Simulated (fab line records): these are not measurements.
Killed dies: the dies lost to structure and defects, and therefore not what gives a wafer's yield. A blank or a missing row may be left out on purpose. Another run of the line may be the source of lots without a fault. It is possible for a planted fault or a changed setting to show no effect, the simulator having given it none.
Lot-split experiment + flow sfq-line + route with 325 steps; 5 lots, 23 wafers read

== THE SPLIT ITSELF ==
At SFQ_TRILAYER_I5_LITHO_PEB_147 (peb time 60 s), the setting peb-time-s was moved away from the recipe's 60 s on 6 of the 23 wafers read, by +7.7% to +9.7%. All remaining wafers had this setting at the recipe value.

== FROM SPLIT TO READING: 1 step shown by the file between the two ==
- SFQ_TRILAYER_I5_LITHO_DEVELOP_146: time 60 s

== THE READING ==
I5.cd-nm (the simulator's own value, which no gauge read), in nm, at SFQ_TRILAYER_I5_BARC_OPEN_VIA_ETCH_200 (etches BARC in O2, target depth 125 nm, time 41.7 s). No usual value for it is given in the file. The 17 wafers here that ran the recipe average 700.1 nm, standard deviation 0.91 nm.

| wafer  | tool, chamber at the split | peb-time-s as run, s | against the recipe | I5.cd-nm, nm | against lot-mates on the recipe |
|--------|----------------------------|----------------------|--------------------|--------------|---------------------------------|
| L075.1 | litho-track-01, 0          | 60                   | recipe             | 699.8        | -                               |
| L075.3 | litho-track-01, 0          | 60                   | recipe             | 701.6        | -                               |
| L075.4 | litho-track-01, 0          | 64.93                | +8.2%              | 711.3        | +10.3                           |
| L075.5 | litho-track-01, 0          | 64.93                | +8.2%              | 710.9        | +9.9                            |
| L075.6 | litho-track-01, 0          | 60                   | recipe             | 701.7        | -                               |
| L076.1 | litho-track-04, 0          | 60                   | recipe             | 700          | -                               |
| L076.2 | litho-track-04, 0          | 60                   | recipe             | 700.6        | -                               |
| L076.3 | litho-track-04, 0          | 60                   | recipe             | 699.7        | -                               |
| L076.5 | litho-track-04, 0          | 64.61                | +7.7%              | 710.8        | +10.7                           |
| L076.6 | litho-track-04, 0          | 64.61                | +7.7%              | 707.7        | +7.6                            |
| L077.1 | litho-track-04, 0          | 60                   | recipe             | 700.9        | -                               |
| L077.2 | litho-track-04, 0          | 60                   | recipe             | 700.9        | -                               |
| L077.3 | litho-track-04, 0          | 60                   | recipe             | 700.3        | -                               |
| L077.4 | litho-track-04, 0          | 60                   | recipe             | 699.1        | -                               |
| L077.6 | litho-track-04, 0          | 60                   | recipe             | 699.9        | -                               |
| L080.1 | litho-track-04, 0          | 65.81                | +9.7%              | 712.1        | +13.3                           |
| L080.2 | litho-track-04, 0          | 60                   | recipe             | 698.8        | -                               |
| L080.3 | litho-track-04, 0          | 65.81                | +9.7%              | 710.3        | +11.5                           |
| L080.5 | litho-track-04, 0          | 60                   | recipe             | 698.2        | -                               |
| L080.6 | litho-track-04, 0          | 60                   | recipe             | 699.5        | -                               |
| L082.3 | litho-track-04, 0          | 60                   | recipe             | 699.7        | -                               |
| L082.6 | litho-track-04, 0          | 60                   | recipe             | 699.7        | -                               |
| L082.5 | litho-track-04, 0          | 60                   | recipe             | 700.7        | -                               |

THE FIT
A straight line over all 23 wafers: I5.cd-nm changes by +1.22 nm for each +1% of peb-time-s; r = +0.98; the points scatter about the line by 1.1 nm.
The same after taking each lot's own level away (the mean of its wafers on the recipe; 23 wafers): +1.24 nm for each +1%; r = +0.99; scatter 0.8 nm.
That fit puts the effect of the largest move of peb-time-s on the reading at 12 nm.
Measured against the standard deviation above, the lots' own levels, which go from 698.83 to 701.03 nm, span 2.4 times it.
Consequently the slope shifts little with the lot-to-lot level, the two slopes agreeing.
Check: with one of the wafers moved furthest among these (+9.7%) left out of the fit, the line predicts +11.6 nm for it against its lot-mates. Against them it came out at +13.3 nm.

== THE OTHER SPLITS THESE WAFERS WENT THROUGH ==
Note: prior to the reading, these wafers also went through further splits. Each is held against what the fit with the lots' levels taken away leaves over:
| other split on the same wafers                  | wafers away from the commonest value | r with I5.cd-nm (lot level and that fit taken away) |
|-------------------------------------------------|--------------------------------------|-----------------------------------------------------|
| SFQ_TRILAYER_JJ_TRILAYER_DEP_SPUTTER_112 time-s | 5                                    | +0.10                                               |
| SFQ_TRILAYER_JJ_CE_LITHO_EXPOSE_115 dose-mj     | 5                                    | +0.16                                               |
| SFQ_TRILAYER_JJ_CE_BARC_OPEN_RIE_150 icp-w      | 6                                    | +0.10                                               |
| SFQ_TRILAYER_M5_LITHO_COAT_123 spin-rpm         | 11                                   | +0.01                                               |
| SFQ_TRILAYER_R5_DEP_SPUTTER_133 power-w         | 9                                    | -0.11                                               |
| SFQ_TRILAYER_R5_LITHO_COAT_141 spin-rpm         | 9                                    | +0.06                                               |

== FILE'S OWN FIT ==
I5.cd-nm changes by +1.24 nm for each +1% of peb-time-s, r = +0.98.
